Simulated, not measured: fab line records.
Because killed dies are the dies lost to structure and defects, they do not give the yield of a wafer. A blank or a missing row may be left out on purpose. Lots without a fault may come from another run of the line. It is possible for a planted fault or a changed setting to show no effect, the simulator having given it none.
Tool commonality check | flow gf180mcu | Sample size 13 lots and 48 wafers

THE REASON FOR OPENING IT
3 of 13 lots carry a flag on the reading NWELL_TW at GF_NWELL_TW_MEAS_11. No-fault wafers: 1567, standard deviation 9.8.
Rule: a lot is flagged when every wafer of it that has a number lies more than 4 standard deviations from that mean, or none has a number. The other lots count as sound.

lot  | measured    | on            | NWELL_TW, wafer by wafer      | flag
L358 | day 3 17:44 | film metro-04 | 1553 1558 1556                |
L359 | day 3 19:31 | film metro-02 | 1586 1571 1572                |
L363 | day 4 16:39 | film metro-04 | 1569 1564 1575                |
L362 | day 4 16:51 | film metro-04 | 1561 1572 1566                |
L364 | day 4 21:44 | film metro-02 | 1573 1578 1573                |
L365 | day 5 04:56 | film metro-04 | 1898 1901 1902 1897 1900 1911 | FLAGGED
L367 | day 5 15:28 | film metro-04 | 1901 1911 1902 1896 1897 1903 | FLAGGED
L368 | day 5 20:12 | film metro-02 | 1578 1586 1566                |
L369 | day 6 00:43 | film metro-04 | 1914 1901 1895 1895 1899 1901 | FLAGGED
L376 | day 7 15:03 | film metro-04 | 1574 1574 1571                |
L378 | day 8 01:26 | film metro-01 | 1567 1561 1567                |
L379 | day 8 07:48 | film metro-02 | 1561 1564 1570                |
L380 | day 8 12:17 | film metro-01 | 1561 1568 1566                |
Average over the flagged lots: 1901; offset from the usual +334, equal to +34 standard deviations.

TOOL THAT RAN EACH LOT
The record keeps 1 process step preceding the reading, out of 602 steps on the route. Each cell gives the tool, then ch followed by the chambers the sampled wafers passed through, then the start.
lot  | flag    | GF_NWELL_IMPLANT_08
L358 |         | implanter-01 ch 0, day 3 17:20
L359 |         | implanter-04 ch 0, day 3 19:07
L363 |         | implanter-04 ch 0, day 4 16:15
L362 |         | implanter-01 ch 0, day 4 16:29
L364 |         | implanter-01 ch 0, day 4 21:20
L365 | FLAGGED | implanter-01 ch 0, day 5 04:14
L367 | FLAGGED | implanter-04 ch 0, day 5 14:42
L368 |         | implanter-01 ch 0, day 5 19:50
L369 | FLAGGED | implanter-02 ch 0, day 5 23:56
L376 |         | implanter-04 ch 0, day 7 14:41
L378 |         | implanter-04 ch 0, day 8 01:03
L379 |         | implanter-04 ch 0, day 8 07:26
L380 |         | implanter-02 ch 0, day 8 11:54
What these steps do:
- GF_NWELL_IMPLANT_08
- GF_NWELL_TW_MEAS_11

FLAGGED AGAINST TOTAL, ONE TOOL AT A TIME (gauges that did the reading follow at the end)
step                | tool          | lots run | flagged | share of the flagged lots | sound lots run after its first flagged lot
GF_NWELL_IMPLANT_08 | implanter-01  | 5        | 1       | some                      | 1 (L368)
GF_NWELL_IMPLANT_08 | implanter-02  | 2        | 1       | some                      | 1 (L380)
GF_NWELL_IMPLANT_08 | implanter-04  | 6        | 1       | some                      | 3 (L376,L378,L379)
GF_NWELL_TW_MEAS_11 | film metro-01 | 2        | 0       | none                      | -
GF_NWELL_TW_MEAS_11 | film metro-02 | 4        | 0       | none                      | -
GF_NWELL_TW_MEAS_11 | film metro-04 | 7        | 3       | all                       | 1 (L376)

THE TABLE: WHAT IT ALLOWS
In the table, 1 row covers all flagged lots: film metro-04 at GF_NWELL_TW_MEAS_11.
- film metro-04 at GF_NWELL_TW_MEAS_11: 3 of its 7 lots flagged. After the first flagged lot (L376), sound lots still ran on it; a lasting fault on the whole tool would not permit that.
No row of the table ran every flagged lot and no sound lot after the first.

WHAT HAD BEEN PUT IN BY THE SIMULATOR
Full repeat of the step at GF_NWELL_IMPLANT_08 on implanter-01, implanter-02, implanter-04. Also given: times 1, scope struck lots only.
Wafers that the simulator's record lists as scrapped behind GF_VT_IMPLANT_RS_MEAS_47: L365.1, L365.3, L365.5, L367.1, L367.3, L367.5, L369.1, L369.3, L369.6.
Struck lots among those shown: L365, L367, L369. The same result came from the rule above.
